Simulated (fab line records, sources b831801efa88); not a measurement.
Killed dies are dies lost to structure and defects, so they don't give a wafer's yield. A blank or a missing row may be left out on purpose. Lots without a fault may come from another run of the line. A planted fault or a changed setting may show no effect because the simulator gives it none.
Chamber matching | flow gf180mcu | GF_V1_CMP_04 on cmp-01: 4 sister chambers
The step polishes SiO2. 18 wafers are shown with their chamber, then 9 later ones without.

WAFERS WITH THEIR CHAMBER
wafer  | chamber | motor_current_A (A) | time_to_endpoint_s (s)
L535.1 | 2       | 11.1                | 73
L535.2 | 3       | 12.7                | 83
L535.5 | 0       | 14.1                | 77
L537.4 | 0       | 12.7                | 84
L537.5 | 3       | 12.4                | 85
L537.6 | 0       | 12.6                | 82
L539.3 | 1       | 12.7                | 72
L539.5 | 1       | 13.2                | 79
L539.6 | 0       | 12.3                | 86
L540.2 | 3       | 12.7                | 84
L540.3 | 2       | 10.6                | 78
L540.6 | 2       | 10.7                | 81
L543.2 | 3       | 12.3                | 69
L543.4 | 1       | 12.6                | 65
L543.6 | 2       | 10.8                | 71
L551.3 | 3       | 12.7                | 90
L551.5 | 3       | 13.2                | 94
L551.6 | 0       | 12.6                | 93

SIGNATURES (means of the wafers above)
reading            | chamber 0 | chamber 1 | chamber 2 | chamber 3 | scatter within a chamber
motor_current_A    | 12.860    | 12.833    | 10.800    | 12.667    | 0.451
time_to_endpoint_s | 84.40     | 72.00     | 75.75     | 84.17     | 6.87
Rule: a wafer's distance from a chamber is the root of the sum, over the readings, of the square of ((its reading less the chamber's mean) divided by the reading's scatter). The wafer belongs to the nearest chamber; if the next one is less than 2 further off, it can't be placed. The scatter: the root of (the sum of the squares of (reading less its chamber's mean) over the shown wafers, divided by (wafers less chambers)).

WAFERS WITHOUT THEIR CHAMBER
wafer  | motor_current_A (A) | time_to_endpoint_s (s)
L552.2 | 12.4                | 96
L552.4 | 12.6                | 92
L552.5 | 10.4                | 104
L553.1 | 10.4                | 88
L553.4 | 12.9                | 87
L553.5 | 11.2                | 87
L554.2 | 12.8                | 73
L554.3 | 12.4                | 66
L554.4 | 11.2                | 80

WHICH CHAMBER EACH WENT THROUGH
wafer  | from the rows above          | in truth
L552.2 | can't be placed: 3 or 0 or 1 | 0
L552.4 | can't be placed: 3 or 0 or 1 | 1
L552.5 | can't be placed: 2 or 3 or 0 | 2
L553.1 | 2                            | 2
L553.4 | can't be placed: 0 or 3 or 1 | 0
L553.5 | can't be placed: 2 or 3 or 0 | 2
L554.2 | can't be placed: 1 or 3 or 0 | 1
L554.3 | can't be placed: 1 or 3 or 0 | 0
L554.4 | 2                            | 2
Placed correctly: 2 of 9. Can't be placed from these rows: 7 (the true chamber is among the candidates in 7). Placed wrongly: 0.
